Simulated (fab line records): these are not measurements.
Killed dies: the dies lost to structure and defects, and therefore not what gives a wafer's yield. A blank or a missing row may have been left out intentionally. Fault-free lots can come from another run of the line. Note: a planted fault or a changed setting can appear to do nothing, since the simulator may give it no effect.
fab line records	flow sky130
record lots=10	wafers=30	last_day=50
route steps=708 shown CAPM@551 METAL3@563 VIA3@587 METAL4@600 PAD_OPEN@708
lots untouched by any fault: they come from a run of this same line in which no faults occurred
start_h: hours from the record's first day to the start of the lot's first wafer shown	wait_h: hours from the lot's prior step to this one	" identical to the entry in the row above	L1.1+2: a single row standing in for several wafers	- no value, or no start given	* or withheld: withheld	< > ~ a bound
route shown NAME@n: names a module that has steps shown in the file, with the first one's number in the route	usual: mean/standard deviation taken from wafers without a fault	same: alike in all rows	chamber/n: place in a boat	sites: readings site by site	_std_site: how widely they spread, as a standard deviation	_edge_site: mean of outer sites minus mean of inner sites	radius_mm: for every site, how far away it sits from the centre of the wafer	mask NAME#n: copy n	behind: tool/chamber where the wafer was last shaped	hold: cause of the lot's hold/its duration in hours/its outcome	device: whichever transistor did not switch (one of n, p or np)	end of line: the same wafers' tests at the end of the route	step lacking rows: just its recipe	killed: count of dies lost to structure and defects at first sort (not the wafer's yield)	map: per-die view of a wafer (x killed, . not killed, _ where there is no die)
set.NAME: the run value of the setting; set.NAME@STEP: its run value at that earlier step	model.NAME: the simulator's own value behind a step, which no gauge read
one table for each step of the route and one row for each wafer, over a sample of lots
services: the hour from which a tool's chamber was out of use, counted from the record's first day as start_h (under 0 if before that day), plus the number of hours and why
## steps
# step SKY_CAPM_STRIP_14
# recipe chemistry=O2/N2	power_w=1400	pressure_mtorr=1500	platen_temp_c=withheld	o2_flow_sccm=3000	n2_flow_sccm=300	overash_fraction=0.5
# usual drypump_motor_current_A=5.5/0.39	oes_product_au=0.710/0.0047	strip_time_to_endpoint_s=12.65/0.056
lot.wafer	tool	chamber	start_h	wait_h	drypump_motor_current_A	oes_product_au	rf_hours_counter_h	strip_time_to_endpoint_s
L356.1	plasma_asher-04	0	888.12	0.1	5.5	0.701	75	12.55
L356.4	"	1	"	"	5.3	0.715	-	12.61
L356.5	"	0	"	"	5.6	0.715	-	12.58
L355.3	plasma_asher-04	1	889.25	0.1	5.3	0.703	-	12.67
L355.4	"	0	"	"	5.5	0.711	-	12.60
L355.6	"	1	"	"	5.3	0.713	-	12.61
L357.1	plasma_asher-04	0	894.20	0.1	5.6	0.712	76	12.61
L357.4	"	1	"	"	5.3	0.709	-	12.62
L357.6	"	0	"	"	5.5	0.715	-	12.63
L359.3	plasma_asher-04	1	900.38	0.1	5.3	0.708	-	12.65
L359.4	"	0	"	"	5.5	0.711	-	12.57
L359.5	"	1	"	"	5.3	0.714	-	12.57
L363.4	plasma_asher-04	0	943.16	0.1	5.5	0.710	-	12.61
L363.5	"	1	"	"	5.3	0.707	-	12.62
L363.6	"	0	"	"	5.5	0.698	-	12.65
L370.2	plasma_asher-02	0	984.16	0.1	6.1	0.709	115	12.65
L370.3	"	0	"	"	6.1	0.709	-	12.72
L370.6	"	0	"	"	6.1	0.713	-	12.72
L374.3	plasma_asher-02	0	1009.80	0.1	6.1	0.704	-	12.59
L374.4	"	1	"	"	5.8	0.717	-	12.68
L374.6	"	1	"	"	5.8	0.714	-	12.71
L376.2	plasma_asher-02	0	1019.30	0.1	6.1	0.712	119	12.72
L376.3	"	0	"	"	6.1	0.711	-	12.73
L376.5	"	0	"	"	6.1	0.713	-	12.74
L377.1	plasma_asher-01	1	1028.86	0.1	4.7	0.706	29	12.65
L377.3	"	0	"	"	5.9	0.714	-	12.68
L377.4	"	1	"	"	4.7	0.709	-	12.75
L378.1	plasma_asher-04	1	1032.85	0.1	5.3	0.698	90	12.71
L378.2	"	0	"	"	5.5	0.702	90	12.63
L378.4	"	1	"	"	5.3	0.705	-	12.64
# step SKY_METAL3_CD_MEAS_13
# recipe target_cd_nm=300
# usual cd_nm=299.7/1.4
lot.wafer	tool	chamber	start_h	wait_h	cd_nm
L356.1	cd_sem-01	-	912.95	-	297.1
L356.4	"	-	"	"	297.3
L356.5	"	-	"	"	297.5
L355.3	cd_sem-02	-	914.34	-	298.7
L355.4	"	-	"	"	297.9
L355.6	"	-	"	"	298.7
L357.1	cd_sem-02	-	918.82	-	300.4
L357.4	"	-	"	"	299.7
L357.6	"	-	"	"	300.0
L359.3	cd_sem-01	-	924.57	-	299.3
L359.4	"	-	"	"	300.6
L359.5	"	-	"	"	299.3
L363.4	cd_sem-02	-	967.51	-	297.3
L363.5	"	-	"	"	297.5
L363.6	"	-	"	"	299.5
L370.2	cd_sem-02	-	1006.34	-	300.9
L370.3	"	-	"	"	301.5
L370.6	"	-	"	"	301.0
L374.3	cd_sem-02	-	1032.47	-	300.5
L374.4	"	-	"	"	300.1
L374.6	"	-	"	"	301.0
L376.2	cd_sem-02	-	1041.85	-	299.4
L376.3	"	-	"	"	300.5
L376.5	"	-	"	"	300.3
L377.1	cd_sem-02	-	1052.10	-	302.6
L377.3	"	-	"	"	302.6
L377.4	"	-	"	"	299.8
L378.1	cd_sem-02	-	1055.83	-	298.7
L378.2	"	-	"	"	299.1
L378.4	"	-	"	"	299.7
# step SKY_VIA3_ETCH_14
# recipe chemistry=N2/H2	target=BARC	ion_energy_ev=200	source_w=500	bias_w=100	pressure_mtorr=30	n2_flow_sccm=100	h2_flow_sccm=200	stop_on=SiO2	time_s=45.9	target_depth_a=600
# usual drypump_motor_current_A=5.7/0.52	oes_product_au=0.855/0.0048	run_length_s=74.2/0.44	throttle_valve_pct=13.223/0.0085
lot.wafer	tool	chamber	start_h	wait_h	drypump_motor_current_A	oes_product_au	rf_hours_counter_h	run_length_s	throttle_valve_pct
L356.1	rie_diel-04	1	938.70	0.0	5.6	0.847	19	74.5	13.233
L356.4	"	0	"	"	5.6	0.853	9	74.4	13.217
L356.5	"	3	"	"	6.7	0.858	-	74.0	13.224
L355.3	rie_diel-03	2	940.74	0.0	5.1	0.847	3	73.7	13.215
L355.4	"	0	"	"	5.7	0.852	24	74.2	13.229
L355.6	"	1	"	"	5.8	0.852	-	74.5	13.224
L357.1	rie_diel-03	0	944.89	0.0	5.7	0.849	24	74.2	13.231
L357.4	"	2	"	"	5.1	0.850	3	74.1	13.225
L357.6	"	3	"	"	5.1	0.859	-	74.0	13.215
L359.3	rie_diel-04	0	950.60	0.0	5.6	0.852	9	74.6	13.232
L359.4	"	2	"	"	5.6	0.853	12	73.8	13.211
L359.5	"	2	"	"	5.6	0.849	-	74.0	13.221
L363.4	rie_diel-04	2	993.07	0.0	5.6	0.997	13	61.2	13.245
L363.5	"	2	"	"	5.6	0.999	-	60.9	13.238
L363.6	"	3	"	"	6.6	0.861	-	73.4	13.225
L370.2	rie_diel-03	1	1030.02	0.0	5.8	0.861	23	74.7	13.231
L370.3	"	2	"	"	5.1	0.858	6	74.0	13.219
L370.6	"	2	"	"	5.1	0.864	-	73.7	13.227
L374.3	rie_diel-01	3	1057.27	0.0	6.2	0.853	17	74.2	13.242
L374.4	"	2	"	"	4.7	0.851	10	75.2	13.236
L374.6	"	1	"	"	6.4	0.856	-	74.9	13.226
L376.2	rie_diel-04	0	1066.97	0.0	5.6	0.860	12	74.6	13.223
L376.3	"	3	"	"	6.7	0.855	23	73.6	13.217
L376.5	"	2	"	"	5.6	0.866	-	74.2	13.234
L377.1	rie_diel-03	2	1076.60	0.0	5.1	0.857	7	73.6	13.223
L377.3	"	1	"	"	5.8	0.855	25	74.6	13.233
L377.4	"	1	"	"	5.8	0.860	-	74.8	13.223
L378.1	rie_diel-04	1	1080.32	0.0	5.6	0.845	23	74.4	13.207
L378.2	"	2	"	"	5.6	0.865	15	73.8	13.223
L378.4	"	3	"	"	6.6	0.857	23	73.6	13.227
# step SKY_VIA3_ETCH_15
# recipe target=SiO2	chemistry=C4F8/O2/Ar	target_depth_nm=507	stop_on=TiN	mask_material=KrF-thick	source_w=1500	bias_w=1200	pressure_mtorr=40	c4f8_flow_sccm=withheld	O2_flow_sccm=6	Ar_flow_sccm=300	time_s=78
# usual oes_product_au=0.945/0.0046	run_length_s=106.3/0.45
lot.wafer	tool	chamber	start_h	wait_h	oes_product_au	run_length_s
L356.1	rie_diel-04	1	938.74	0.0	0.952	106.7
L356.4	"	0	"	"	0.943	106.4
L356.5	"	3	"	"	0.940	105.6
L355.3	rie_diel-03	2	940.78	0.0	0.949	105.8
L355.4	"	0	"	"	0.952	106.4
L355.6	"	1	"	"	0.948	106.9
L357.1	rie_diel-03	0	944.93	0.0	0.944	106.8
L357.4	"	2	"	"	0.939	105.9
L357.6	"	3	"	"	0.952	105.8
L359.3	rie_diel-04	0	950.64	0.0	0.940	106.7
L359.4	"	2	"	"	0.933	106.1
L359.5	"	2	"	"	0.941	106.2
L363.4	rie_diel-04	2	993.11	0.0	0.852	106.0
L363.5	"	2	"	"	0.875	106.2
L363.6	"	3	"	"	0.938	105.9
L370.2	rie_diel-03	1	1030.07	0.0	0.938	106.6
L370.3	"	2	"	"	0.951	106.2
L370.6	"	2	"	"	0.946	105.8
L374.3	rie_diel-01	3	1057.32	0.0	0.947	106.9
L374.4	"	2	"	"	0.939	106.8
L374.6	"	1	"	"	0.944	106.4
L376.2	rie_diel-04	0	1067.02	0.0	0.946	107.1
L376.3	"	3	"	"	0.943	105.8
L376.5	"	2	"	"	0.934	106.2
L377.1	rie_diel-03	2	1076.64	0.0	0.944	106.0
L377.3	"	1	"	"	0.952	106.7
L377.4	"	1	"	"	0.944	106.6
L378.1	rie_diel-04	1	1080.37	0.0	0.952	106.8
L378.2	"	2	"	"	0.953	106.0
L378.4	"	3	"	"	0.941	105.5
# step SKY_VIA3_STRIP_16
# recipe chemistry=O2/N2	power_w=1400	pressure_mtorr=1500	platen_temp_c=withheld	o2_flow_sccm=3000	n2_flow_sccm=300	overash_fraction=0.5
# usual drypump_motor_current_A=5.4/0.45	oes_product_au=0.403/0.0051	strip_time_to_endpoint_s=4.141/0.024
lot.wafer	tool	chamber	start_h	wait_h	drypump_motor_current_A	oes_product_au	rf_hours_counter_h	strip_time_to_endpoint_s
L356.1	plasma_asher-03	1	938.80	0.0	5.3	0.398	50	4.100
L356.4	"	1	"	"	5.3	0.403	-	4.145
L356.5	"	1	"	"	5.2	0.405	-	4.143
L355.3	plasma_asher-01	0	940.87	0.1	5.8	0.397	-	4.119
L355.4	"	1	"	"	4.7	0.408	-	4.164
L355.6	"	0	"	"	5.9	0.401	-	4.120
L357.1	plasma_asher-03	1	944.99	0.0	5.3	0.406	51	4.129
L357.4	"	1	"	"	5.2	0.413	-	4.122
L357.6	"	0	"	"	5.2	0.398	-	4.113
L359.3	plasma_asher-01	1	950.73	0.1	4.7	0.401	-	4.154
L359.4	"	0	"	"	5.8	0.408	-	4.124
L359.5	"	1	"	"	4.8	0.399	-	4.145
L363.4	plasma_asher-01	0	993.21	0.1	5.9	0.415	-	4.236
L363.5	"	0	"	"	5.9	0.409	-	4.263
L363.6	"	1	"	"	4.7	0.410	-	4.145
L370.2	plasma_asher-01	0	1030.13	0.0	5.8	0.403	29	4.151
L370.3	"	0	"	"	5.9	0.407	-	4.169
L370.6	"	0	"	"	5.9	0.400	-	4.143
L374.3	plasma_asher-03	1	1057.41	0.1	5.3	0.403	-	4.181
L374.4	"	0	"	"	5.2	0.410	-	4.184
L374.6	"	1	"	"	5.3	0.402	-	4.158
L376.2	plasma_asher-03	1	1067.08	0.0	5.3	0.395	63	4.148
L376.3	"	0	"	"	5.2	0.402	-	4.192
L376.5	"	0	"	"	5.2	0.394	-	4.171
L377.1	plasma_asher-01	1	1076.70	0.0	4.7	0.407	33	4.125
L377.3	"	0	"	"	5.8	0.403	-	4.148
L377.4	"	1	"	"	4.7	0.406	-	4.151
L378.1	plasma_asher-02	0	1080.43	0.0	6.1	0.404	2	4.109
L378.2	"	1	"	"	5.8	0.400	2	4.129
L378.4	"	0	"	"	6.1	0.410	-	4.168
# step SKY_METAL4_SPUTTER_02
# recipe material=AlCu	target_thk_nm=735	power_w=10600	time_s=39.1	chamber_pressure_pa=0.4
# usual throttle_valve_pct=29.6/1.7
lot.wafer	tool	chamber	start_h	wait_h	throttle_valve_pct
L356.1	pvd_sputter-04	-	940.10	0.0	33.3
L356.4	"	-	"	"	31.4
L356.5	"	-	"	"	33.3
L355.3	pvd_sputter-01	-	942.15	0.0	29.6
L355.4	"	-	"	"	29.0
L355.6	"	-	"	"	28.3
L357.1	pvd_sputter-01	-	946.29	0.0	28.4
L357.4	"	-	"	"	27.9
L357.6	"	-	"	"	29.1
L359.3	pvd_sputter-02	-	952.00	0.0	30.5
L359.4	"	-	"	"	29.5
L359.5	"	-	"	"	30.7
L363.4	pvd_sputter-04	-	995.15	0.0	33.2
L363.5	"	-	"	"	30.7
L363.6	"	-	"	"	29.1
L370.2	pvd_sputter-04	-	1031.43	0.0	31.2
L370.3	"	-	"	"	33.3
L370.6	"	-	"	"	28.8
L374.3	pvd_sputter-02	-	1058.68	0.0	26.7
L374.4	"	-	"	"	31.4
L374.6	"	-	"	"	27.0
L376.2	pvd_sputter-01	-	1068.52	0.0	29.3
L376.3	"	-	"	"	28.3
L376.5	"	-	"	"	28.3
L377.1	pvd_sputter-02	-	1078.22	0.0	29.2
L377.3	"	-	"	"	26.6
L377.4	"	-	"	"	30.5
L378.1	pvd_sputter-04	-	1081.82	0.0	30.8
L378.2	"	-	"	"	28.8
L378.4	"	-	"	"	29.0
# step SKY_PAD_OPEN_PROBE_99
# usual defect_limited_yield=82.5/1.9	killed_at_M0_to_M3=43/7.2	killed_at_M4_up=3.1/1.8	killed_at_contacts=24/5.4	killed_at_front_end=15/4.4	killed_at_other=0.4/0.56	killed_dies=86/9.3	killed_open=47/6.9	killed_short=39/6.6
# same gross_dies=492	killed_at_back_side=0
lot.wafer	tool	chamber	start_h	wait_h	defect_limited_yield[%]	killed_at_M0_to_M3	killed_at_M4_up	killed_at_contacts	killed_at_front_end	killed_at_other	killed_dies	killed_open	killed_short
L356.1	prober-01	-	1084.52	0.1	80.7	46	1	26	22	0	95	52	43
L356.4	prober-01	-	1084.67	0.2	83.9	45	3	17	14	0	79	45	34
L356.5	prober-01	-	1084.72	0.2	79.7	61	4	18	17	0	100	58	42
L355.3	prober-02	-	1088.77	0.2	84.3	31	4	19	23	0	77	55	22
L355.4	prober-02	-	1088.82	0.2	81.5	37	7	23	24	0	91	45	46
L355.6	prober-02	-	1088.92	0.2	80.9	44	3	23	24	0	94	54	40
L357.1	prober-01	-	1092.26	0.1	85.4	38	6	15	13	0	72	40	32
L357.4	prober-01	-	1092.41	0.2	83.1	37	2	23	21	0	83	48	35
L357.6	prober-01	-	1092.51	0.2	81.7	43	4	27	15	1	90	50	40
L359.3	prober-01	-	1095.42	0.2	79.5	50	5	25	20	1	101	59	42
L359.4	prober-01	-	1095.47	0.2	79.7	45	5	31	19	0	100	46	54
L359.5	prober-01	-	1095.52	0.2	80.5	52	4	21	19	0	96	48	48
L363.4	prober-01	-	1132.81	0.2	68.7	115	3	25	11	0	154	45	35
L363.5	prober-01	-	1132.86	0.2	75.6	74	5	31	9	1	120	49	40
L363.6	prober-01	-	1132.91	0.2	81.7	45	1	28	14	2	90	46	43
L370.2	prober-02	-	1163.50	0.1	85.0	38	5	19	11	1	74	30	44
L370.3	prober-02	-	1163.55	0.2	81.9	39	4	33	13	0	89	47	42
L370.6	prober-02	-	1163.70	0.2	82.9	51	3	18	12	0	84	49	35
L374.3	prober-02	-	1184.39	0.2	82.1	43	1	24	19	1	88	48	39
L374.4	prober-02	-	1184.44	0.2	82.7	39	5	27	14	0	85	48	37
L374.6	prober-02	-	1184.54	0.2	84.3	39	1	22	15	0	77	38	39
L376.2	prober-02	-	1189.10	0.1	79.3	49	6	26	20	1	102	48	54
L376.3	prober-02	-	1189.15	0.2	83.3	44	6	25	6	1	82	45	37
L376.5	prober-02	-	1189.25	0.2	83.7	41	1	19	18	1	80	38	42
L377.1	prober-01	-	1196.70	0.1	83.1	39	10	22	11	1	83	42	41
L377.3	prober-01	-	1196.80	0.2	82.5	43	0	31	12	0	86	50	36
L377.4	prober-01	-	1196.85	0.2	83.3	34	6	30	11	1	82	37	43
L378.1	prober-02	-	1201.16	0.1	81.7	37	5	28	20	0	90	46	44
L378.2	prober-02	-	1201.21	0.1	79.9	49	2	37	11	0	99	51	48
L378.4	prober-02	-	1201.31	0.2	84.3	43	1	23	10	0	77	42	35
# killed by level:class
L356.1 VIA1:geometric_particle:open=14 LI_CONTACT:geometric_particle:open=8 FIELD_ISO:geometric_particle:short=6 CONTACT:geometric_particle:open=6 VIA2:geometric_particle:open=6 LI_CONTACT:geometric_particle:short=5 VIA1:geometric_particle:short=5 VIA3:geometric_particle:open=5
L356.4 CONTACT:geometric_particle:open=10 VIA3:geometric_particle:open=10 VIA2:geometric_particle:open=7 VIA1:geometric_particle:open=5 METAL2:geometric_particle:short=5 POLY_GATE:geometric_particle:open=4 POLY_GATE:geometric_particle:short=4 VIA1:geometric_particle:short=4
L356.5 VIA1:geometric_particle:open=16 VIA2:geometric_particle:open=8 VIA3:geometric_particle:open=7 FIELD_ISO:geometric_particle:open=6 METAL1:geometric_particle:short=6 VIA1:geometric_particle:short=6 LI_CONTACT:geometric_particle:open=5 LOCAL_INTERCONNECT:geometric_particle:short=5
L355.3 VIA2:geometric_particle:open=9 LI_CONTACT:geometric_particle:open=8 VIA1:geometric_particle:open=8 POLY_GATE:geometric_particle:open=7 CONTACT:geometric_particle:open=7 FIELD_ISO:geometric_particle:open=6 VIA3:geometric_particle:open=5 FIELD_ISO:geometric_particle:short=4
L355.4 FIELD_ISO:geometric_particle:open=11 VIA1:geometric_particle:short=8 FIELD_ISO:geometric_particle:short=7 CONTACT:geometric_particle:short=7 CONTACT:geometric_particle:open=7 VIA1:geometric_particle:open=7 METAL1:geometric_particle:short=6 METAL2:geometric_particle:short=4
L355.6 VIA1:geometric_particle:open=15 FIELD_ISO:geometric_particle:short=7 CONTACT:geometric_particle:open=7 POLY_GATE:geometric_particle:short=6 LI_CONTACT:geometric_particle:open=5 CONTACT:geometric_particle:short=5 METAL1:geometric_particle:short=5 VIA3:geometric_particle:open=5
L357.1 VIA1:geometric_particle:open=15 METAL2:geometric_particle:short=6 CONTACT:geometric_particle:open=5 CONTACT:geometric_particle:short=4 METAL1:geometric_particle:short=4 VIA2:geometric_particle:open=4 FIELD_ISO:geometric_particle:open=3 POLY_GATE:geometric_particle:short=3
L357.4 VIA3:geometric_particle:open=8 LI_CONTACT:geometric_particle:open=7 VIA1:geometric_particle:open=7 VIA2:geometric_particle:open=6 FIELD_ISO:geometric_particle:open=5 FIELD_ISO:geometric_particle:short=5 LOCAL_INTERCONNECT:geometric_particle:short=5 POLY_GATE:geometric_particle:open=4
L357.6 VIA1:geometric_particle:open=9 CONTACT:geometric_particle:open=8 VIA3:geometric_particle:open=7 FIELD_ISO:geometric_particle:short=6 LI_CONTACT:geometric_particle:open=6 VIA2:geometric_particle:open=6 LOCAL_INTERCONNECT:geometric_particle:short=5 METAL2:geometric_particle:short=5
L359.3 VIA1:geometric_particle:open=13 VIA2:geometric_particle:open=11 LI_CONTACT:geometric_particle:open=9 CONTACT:geometric_particle:open=7 POLY_GATE:geometric_particle:short=6 METAL1:geometric_particle:short=6 METAL2:geometric_particle:short=5 FIELD_ISO:geometric_particle:open=4
L359.4 CONTACT:geometric_particle:open=14 VIA1:geometric_particle:open=9 METAL3:geometric_particle:short=7 POLY_GATE:geometric_particle:short=6 CONTACT:geometric_particle:short=6 METAL1:geometric_particle:short=6 FIELD_ISO:geometric_particle:open=5 LI_CONTACT:geometric_particle:open=5
L359.5 VIA1:geometric_particle:open=11 VIA3:geometric_particle:open=9 CONTACT:geometric_particle:open=8 METAL1:geometric_particle:short=8 FIELD_ISO:geometric_particle:short=6 CONTACT:geometric_particle:short=6 VIA2:geometric_particle:open=6 POLY_GATE:geometric_particle:short=5
L363.4 VIA3:area_etch=74 LI_CONTACT:geometric_particle:open=7 VIA1:geometric_particle:open=7 VIA2:geometric_particle:open=7 CONTACT:geometric_particle:open=6 METAL2:geometric_particle:short=6 FIELD_ISO:geometric_particle:open=5 LOCAL_INTERCONNECT:geometric_particle:short=5
L363.5 VIA3:area_etch=31 LI_CONTACT:geometric_particle:open=11 VIA3:geometric_particle:open=8 LOCAL_INTERCONNECT:geometric_particle:short=7 CONTACT:geometric_particle:open=7 VIA2:geometric_particle:open=7 METAL1:geometric_particle:short=6 VIA1:geometric_particle:open=6
L363.6 CONTACT:geometric_particle:open=10 METAL2:geometric_particle:short=8 VIA1:geometric_particle:short=7 LOCAL_INTERCONNECT:geometric_particle:short=6 VIA1:geometric_particle:open=6 VIA2:geometric_particle:open=5 METAL3:geometric_particle:short=5 FIELD_ISO:geometric_particle:open=4
L370.2 METAL1:geometric_particle:short=9 FIELD_ISO:geometric_particle:short=6 VIA3:geometric_particle:open=6 CONTACT:geometric_particle:open=6 VIA1:geometric_particle:open=5 LI_CONTACT:geometric_particle:open=4 CONTACT:geometric_particle:short=4 VIA1:geometric_particle:short=4
L370.3 CONTACT:geometric_particle:open=11 VIA1:geometric_particle:open=8 CONTACT:geometric_particle:short=7 METAL2:geometric_particle:short=6 VIA3:geometric_particle:open=6 LI_CONTACT:geometric_particle:open=5 POLY_GATE:geometric_particle:short=5 LOCAL_INTERCONNECT:geometric_particle:short=5
L370.6 VIA1:geometric_particle:open=11 VIA3:geometric_particle:open=9 VIA2:geometric_particle:open=8 CONTACT:geometric_particle:open=6 FIELD_ISO:geometric_particle:open=5 LOCAL_INTERCONNECT:geometric_particle:short=5 VIA1:geometric_particle:short=5 METAL3:geometric_particle:short=4
L374.3 CONTACT:geometric_particle:open=10 VIA3:geometric_particle:open=8 VIA1:geometric_particle:open=7 FIELD_ISO:geometric_particle:short=6 LI_CONTACT:geometric_particle:open=6 METAL2:geometric_particle:short=6 VIA2:geometric_particle:open=6 CONTACT:geometric_particle:short=5
L374.4 VIA1:geometric_particle:open=11 CONTACT:geometric_particle:open=8 LOCAL_INTERCONNECT:geometric_particle:short=6 VIA2:geometric_particle:open=5 VIA3:geometric_particle:open=5 LI_CONTACT:geometric_particle:open=4 CONTACT:geometric_particle:short=4 METAL1:geometric_particle:short=4
L374.6 METAL2:geometric_particle:short=8 CONTACT:geometric_particle:open=7 VIA1:geometric_particle:open=7 VIA3:geometric_particle:open=7 CONTACT:geometric_particle:short=6 VIA1:geometric_particle:short=5 FIELD_ISO:geometric_particle:open=4 POLY_GATE:geometric_particle:short=4
L376.2 VIA1:geometric_particle:open=11 CONTACT:geometric_particle:open=9 FIELD_ISO:geometric_particle:open=6 VIA2:geometric_particle:short=6 METAL1:geometric_particle:short=6 VIA1:geometric_particle:short=6 METAL4:geometric_particle:short=6 POLY_GATE:geometric_particle:short=5
L376.3 CONTACT:geometric_particle:open=11 VIA1:geometric_particle:open=10 METAL1:geometric_particle:short=6 LI_CONTACT:geometric_particle:open=5 LOCAL_INTERCONNECT:geometric_particle:short=5 VIA2:geometric_particle:open=5 VIA1:geometric_particle:short=5 VIA3:geometric_particle:open=5
L376.5 VIA1:geometric_particle:open=8 VIA3:geometric_particle:open=6 METAL1:geometric_particle:short=5 VIA2:geometric_particle:open=5 FIELD_ISO:geometric_particle:short=4 POLY_GATE:geometric_particle:short=4 POLY_GATE:geometric_particle:open=4 LOCAL_INTERCONNECT:geometric_particle:short=4
L377.1 VIA1:geometric_particle:open=11 CONTACT:geometric_particle:open=10 METAL4:geometric_particle:short=6 FIELD_ISO:geometric_particle:short=5 METAL1:geometric_particle:short=5 VIA2:geometric_particle:open=5 CONTACT:geometric_particle:short=4 VIA3:geometric_particle:short=3
L377.3 CONTACT:geometric_particle:open=12 VIA1:geometric_particle:open=11 LI_CONTACT:geometric_particle:open=11 METAL3:geometric_particle:short=6 VIA3:geometric_particle:open=6 METAL1:geometric_particle:short=5 CONTACT:geometric_particle:short=4 VIA1:geometric_particle:short=4
L377.4 LOCAL_INTERCONNECT:geometric_particle:short=8 VIA1:geometric_particle:short=7 VIA1:geometric_particle:open=7 CONTACT:geometric_particle:open=6 LI_CONTACT:geometric_particle:open=5 CONTACT:geometric_particle:short=5 FIELD_ISO:geometric_particle:short=4 LI_CONTACT:geometric_particle:short=4
L378.1 CONTACT:geometric_particle:open=10 LI_CONTACT:geometric_particle:open=8 VIA1:geometric_particle:open=8 CONTACT:geometric_particle:short=6 METAL3:geometric_particle:short=5 FIELD_ISO:geometric_particle:short=4 METAL1:geometric_particle:short=4 METAL2:geometric_particle:short=4
L378.2 VIA1:geometric_particle:open=13 CONTACT:geometric_particle:open=12 CONTACT:geometric_particle:short=8 VIA1:geometric_particle:short=8 LI_CONTACT:geometric_particle:open=7 LOCAL_INTERCONNECT:geometric_particle:short=5 METAL1:geometric_particle:short=5 VIA2:geometric_particle:open=5
L378.4 CONTACT:geometric_particle:open=11 VIA2:geometric_particle:open=9 VIA1:geometric_particle:short=9 VIA1:geometric_particle:open=7 METAL1:geometric_particle:short=5 METAL2:geometric_particle:short=5 VIA3:geometric_particle:open=5 FIELD_ISO:geometric_particle:short=4
## services
tool	chamber	start_h	hours	kind
pvd_sputter-02	-	880.29	3.3	repair
rie_diel-01	2	890.52	9.0	repair
rie_diel-04	0	892.37	4.4	repair
rie_diel-01	1	894.87	16.2	repair
rie_diel-04	-	895.45	1.3	repair
rie_diel-01	0	897.70	4.7	repair
plasma_asher-02	-	898.63	15.6	pm
rie_diel-03	1	909.01	7.3	repair
rie_diel-03	0	919.46	7.2	repair
rie_diel-03	2	947.79	2.4	repair
plasma_asher-02	-	949.01	1.6	repair
rie_diel-04	2	956.14	1.6	repair
plasma_asher-01	-	966.57	1.1	repair
plasma_asher-03	-	988.74	5.0	repair
rie_diel-03	1	996.79	3.9	repair
rie_diel-04	0	1001.40	1.3	repair
plasma_asher-01	-	1032.49	3.0	repair
plasma_asher-01	-	1047.44	3.0	repair
plasma_asher-02	-	1055.25	9.0	pm
plasma_asher-02	0	1055.25	9.0	vent_cycle
rie_diel-03	0	1062.54	-	clean
rie_diel-03	0	1062.54	17.9	scheduled_down
rie_diel-03	0	1062.54	17.9	vent_cycle
pvd_sputter-01	-	1081.02	11.1	repair
## key
first_sign step=SKY_VIA3_ETCH_14	reading=run_length_s	direction=down	sigmas=30	usual=*	struck=*
effect step=SKY_VIA3_ETCH_14	reading=oes_product_au	direction=up	sigmas=30	usual=0.855	struck=0.998
effect step=SKY_VIA3_ETCH_15	reading=oes_product_au	direction=down	sigmas=18	usual=0.945	struck=0.864
effect step=SKY_VIA3_STRIP_16	reading=strip_time_to_endpoint_s	direction=up	sigmas=4.6	usual=*	struck=*
effect step=SKY_PAD_OPEN_PROBE_99	reading=killed_at_M0_to_M3	direction=up	sigmas=7.2	usual=43	struck=94
more_kills_born_at SKY_VIA3_ETCH_14@rie_diel-04=105
met_at SKY_VIA3_ETCH_14
struck_lots L363
struck_wafers L363.4,L363.5
not_acting_at SKY_CAPM_STRIP_14,SKY_METAL3_CD_MEAS_13,SKY_METAL4_SPUTTER_02
onset_between 950.60 993.07
fault kind=process_parameter_drift	tool=rie_diel-04	chamber=2	onset_h=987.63	steps=SKY_VIA3_ETCH_14	channel=time_s	offset=*	shape=step	end_h=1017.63	acts_in=*	stated=*
